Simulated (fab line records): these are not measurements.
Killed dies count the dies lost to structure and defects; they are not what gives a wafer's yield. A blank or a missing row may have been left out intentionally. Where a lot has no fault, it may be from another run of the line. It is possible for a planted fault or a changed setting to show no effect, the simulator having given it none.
What tool caused it? || flow gf180mcu || 21 wafers from 7 lots sampled at 4 of the route's 602 steps

WHAT THE GAUGES READ, wafer by wafer
GF_PASSIVATION_BOW_MEAS_14.
{"lot": "L779", "measured": "day 29 10:34", "on": "film metro-02", "PASSIVATION_BOW (um)": "135 127 140"}
{"lot": "L781", "measured": "day 29 22:26", "on": "film metro-01", "PASSIVATION_BOW (um)": "148 146 152"}
{"lot": "L783", "measured": "day 30 13:10", "on": "film metro-02", "PASSIVATION_BOW (um)": "137 125 122"}
{"lot": "L785", "measured": "day 31 03:45", "on": "film metro-01", "PASSIVATION_BOW (um)": "139 136 135"}
{"lot": "L797", "measured": "day 34 06:14", "on": "film metro-04", "PASSIVATION_BOW (um)": "144 133 135"}
{"lot": "L799", "measured": "day 34 13:10", "on": "film metro-02", "PASSIVATION_BOW (um)": "140 140 142"}

WHAT TOOL EACH LOT RAN ON (gives the tool, then ch and the chambers of the sampled wafers, and finally the start)
{"lot": "L779", "GF_TOP_METAL_SPUTTER_02": "pvd sputter-02, day 27 16:41", "GF_TOP_METAL_EXPOSE_11": "iline stepper-01 ch 0, day 28 03:03", "GF_PASSIVATION_STRIP_12": "plasma asher-04 ch 0,1, day 29 08:48"}
{"lot": "L781", "GF_TOP_METAL_SPUTTER_02": "pvd sputter-02, day 28 05:05", "GF_TOP_METAL_EXPOSE_11": "iline stepper-02 ch 0, day 28 15:01", "GF_PASSIVATION_STRIP_12": "plasma asher-01 ch 0,1, day 29 20:50"}
{"lot": "L783", "GF_TOP_METAL_SPUTTER_02": "pvd sputter-01, day 28 20:37", "GF_TOP_METAL_EXPOSE_11": "iline stepper-01 ch 0, day 29 06:19", "GF_PASSIVATION_STRIP_12": "plasma asher-01 ch 1, day 30 11:12"}
{"lot": "L785", "GF_TOP_METAL_SPUTTER_02": "pvd sputter-04, day 29 12:07", "GF_TOP_METAL_EXPOSE_11": "iline stepper-02 ch 0, day 29 22:12", "GF_PASSIVATION_STRIP_12": "plasma asher-01 ch 0,1, day 31 02:09"}
{"lot": "L789", "GF_TOP_METAL_SPUTTER_02": "pvd sputter-02, day 30 18:13", "GF_TOP_METAL_EXPOSE_11": "iline stepper-02, day 31 03:06", "GF_PASSIVATION_STRIP_12": "-"}
{"lot": "L797", "GF_TOP_METAL_SPUTTER_02": "pvd sputter-04, day 32 19:44", "GF_TOP_METAL_EXPOSE_11": "iline stepper-01 ch 0, day 33 04:04", "GF_PASSIVATION_STRIP_12": "plasma asher-03 ch 0,1, day 34 04:38"}
{"lot": "L799", "GF_TOP_METAL_SPUTTER_02": "pvd sputter-04, day 33 04:03", "GF_TOP_METAL_EXPOSE_11": "iline stepper-01 ch 0, day 33 11:52", "GF_PASSIVATION_STRIP_12": "plasma asher-03 ch 0,1, day 34 11:30"}
- GF_TOP_METAL_SPUTTER_02: material AlCu, target thk 900 nm, time 47.82 s.
- GF_TOP_METAL_EXPOSE_11: exposes mask MetalTop, target cd 440 nm.
- GF_PASSIVATION_STRIP_12: strips in O2/N2.

THE ANSWER, worked out from the rows above alone
Rule: usual is defined by the lots themselves. Put in order of their means at a reading, lots are off if they are a third of the lots or fewer, leave a main group of 4 or more, and stand apart from it by a gap of 3 or more times the standard deviation of the main group's means; of several such gaps the widest counts. A main group whose means are all the same, to the digits that the tables above print for the reading, isn't used. A lot without any number at a reading at which 4 lots or more have one is off too. All remaining lots with rows at the step are treated as sound.
None of the lots is off at any reading shown; this tells nothing.

WHAT THE SIMULATOR HAD PUT IN
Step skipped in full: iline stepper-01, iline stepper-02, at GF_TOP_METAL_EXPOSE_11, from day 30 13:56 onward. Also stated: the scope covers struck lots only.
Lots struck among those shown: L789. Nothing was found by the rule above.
